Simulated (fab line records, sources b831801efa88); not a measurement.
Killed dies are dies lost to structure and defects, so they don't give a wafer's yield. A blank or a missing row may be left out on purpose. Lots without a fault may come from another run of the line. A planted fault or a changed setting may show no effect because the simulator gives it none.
Chamber matching | flow sky130 | SKY_VIA2_HDPCVD_00 on hdpcvd-01: 3 sister chambers
The step deposits SiO2, target thk 1180 nm, time 196.7 s. 3 wafers are shown with their chamber, then 7 later ones without.

WAFERS WITH THEIR CHAMBER
wafer  | chamber | run_length_s (s)
L582.4 | 0       | 223.9
L582.5 | 1       | 224.2
L586.4 | 2       | 223.6

WAFERS WITHOUT THEIR CHAMBER
wafer  | run_length_s (s)
L586.6 | 224.8
L590.1 | 223.4
L590.4 | 223.9
L590.6 | 223.7
L599.1 | 223.8
L599.3 | 223.9
L599.4 | 223.5

WHICH CHAMBER EACH WENT THROUGH
wafer  | from the rows above          | in truth
L586.6 | can't be placed: 1 or 0      | 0
L590.1 | can't be placed: 2 or 0      | 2
L590.4 | can't be placed: 0 or 1 or 2 | 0
L590.6 | can't be placed: 2 or 0 or 1 | 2
L599.1 | can't be placed: 0 or 2 or 1 | 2
L599.3 | can't be placed: 0 or 1 or 2 | 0
L599.4 | can't be placed: 2 or 0      | 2
Placed correctly: 0 of 7. Can't be placed from these rows: 7 (the true chamber is among the candidates in 7). Placed wrongly: 0.
How it was worked out, from the rows above alone: a wafer's distance from a chamber is the root of the sum, over the readings, of the square of ((its reading less the chamber's mean) divided by the reading's scatter). The wafer belongs to the nearest chamber; if the next one is less than 2 further off, it can't be placed. A chamber's mean is the mean of its shown wafers. The scatter: with one shown wafer a chamber, the root of the mean of the squares of how far each hidden wafer lies from its nearest shown one.
